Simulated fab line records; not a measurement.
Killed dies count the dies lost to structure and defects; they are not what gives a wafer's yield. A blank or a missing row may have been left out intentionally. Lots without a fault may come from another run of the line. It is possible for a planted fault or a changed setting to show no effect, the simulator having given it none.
The same fault as seen by 2 desks :: flow gf180mcu :: numbers are kept per desk, each desk with only its own; the story behind them comes last

== AT THE TOOL OWNER'S DESK: hdpcvd-02 ==
The tool's own readings at GF_V3_CVD_00 (deposits SiO2, target thk 600 nm, time 100 s): means of the sampled wafers that have a number, for each lot that ran on this tool. If a lot's mean is further than 4 standard deviations from the usual mean, the lot is out of limits and carries the mark OUT (the distance appears in the brackets).
Columns: A = sih4_flow_sccm at GF_V3_CVD_00, usual 59.98 sccm
lot: L719
first seen here: day 21 12:42
A: 59.83

lot: L722
first seen here: day 22 06:26
A: 60.01

lot: L726
first seen here: day 23 13:59
A: 60.02

lot: L727
first seen here: day 24 01:53
A: 60.05

lot: L729
first seen here: day 24 19:04
A: 59.80

lot: L732
first seen here: day 25 20:44
A: 69.94 (+55) OUT

lot: L734
first seen here: day 26 08:04
A: 70.04 (+56) OUT
Finding of this desk: L732, L734 out of limits; the first was L732 at day 25 20:44, on sih4_flow_sccm at GF_V3_CVD_00. Within limits: L719, L722, L726, L727, L729.

== FROM THE METROLOGY DESK ==
Means of the sampled wafers that have a number, per lot and without regard to the tool the lot ran on: this is what the gauges read. If a lot's mean is further than 4 standard deviations from the usual mean, the lot is out of limits and carries the mark OUT (the distance appears in the brackets).
Columns: A = M2_OVL at GF_M2_OVL_MEAS_15, usual 0 nm; B = V3_CVD_00_THK at GF_V3_THK_MEAS_01, usual 598 nm; C = cd_nm at GF_V3_CD_MEAS_14, usual 260.0 nm; D = V3_OVL at GF_V3_OVL_MEAS_15, usual -3 nm
lot: L719
first seen here: day 19 08:46
A: -0
B: 597
C: 259.9
D: -3

lot: L720
first seen here: day 19 16:28
A: 7
B: 592
C: 260.9
D: -11

lot: L722
first seen here: day 20 03:44
A: 3
B: 595
C: 263.3
D: 5

lot: L721
first seen here: day 20 04:16
A: -2
B: 598
C: 260.8
D: -2

lot: L723
first seen here: day 20 22:10
A: -0
B: 597
C: 259.4
D: -1

lot: L726
first seen here: day 21 13:38
A: -8
B: 596
C: 261.4
D: -6

lot: L727
first seen here: day 22 01:09
A: -1
B: 602
C: 259.9
D: -11

lot: L728
first seen here: day 22 16:02
A: 3
B: 594
C: 261.5
D: 0

lot: L729
first seen here: day 22 18:19
A: 1
B: 607
C: 260.0
D: -7

lot: L731
first seen here: day 23 11:12
A: 14
B: 589
C: 259.2
D: 3

lot: L732
first seen here: day 23 20:33
A: -5
B: 701 (+18) OUT
C: 259.4
D: -1

lot: L734
first seen here: day 24 08:23
A: 4
B: 699 (+18) OUT
C: 259.9
D: -5

lot: L741
first seen here: day 26 22:11
A: 4
B: 599
C: 259.2
D: -8
Finding of this desk: L732, L734 out of limits, first seen on L732 at day 25 20:50 (V3_CVD_00_THK at GF_V3_THK_MEAS_01). Within limits: L719, L720, L722, L721, L723, L726, L727, L728, L729, L731, L741.

== PUT TOGETHER ==
An alarm could have come from the tool owner's desk at day 25 20:44, on L732, L734.
The metrology desk could have raised an alarm at day 25 20:50, on L732, L734.
GF_V3_CVD_00 was run on hdpcvd-02 by each of the lots named.

== WHAT HAD BEEN PUT IN BY THE SIMULATOR ==
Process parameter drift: hdpcvd-02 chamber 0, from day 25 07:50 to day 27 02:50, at GF_V3_CVD_00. A move of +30 in setting sih4_flow_sccm, from 60. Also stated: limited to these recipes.
Struck lots among those shown: L732, L734.
Delay (hours) between the fault's onset and each desk's first out-of-limits reading: 13 at the tool owner's desk, 13 at the metrology desk.
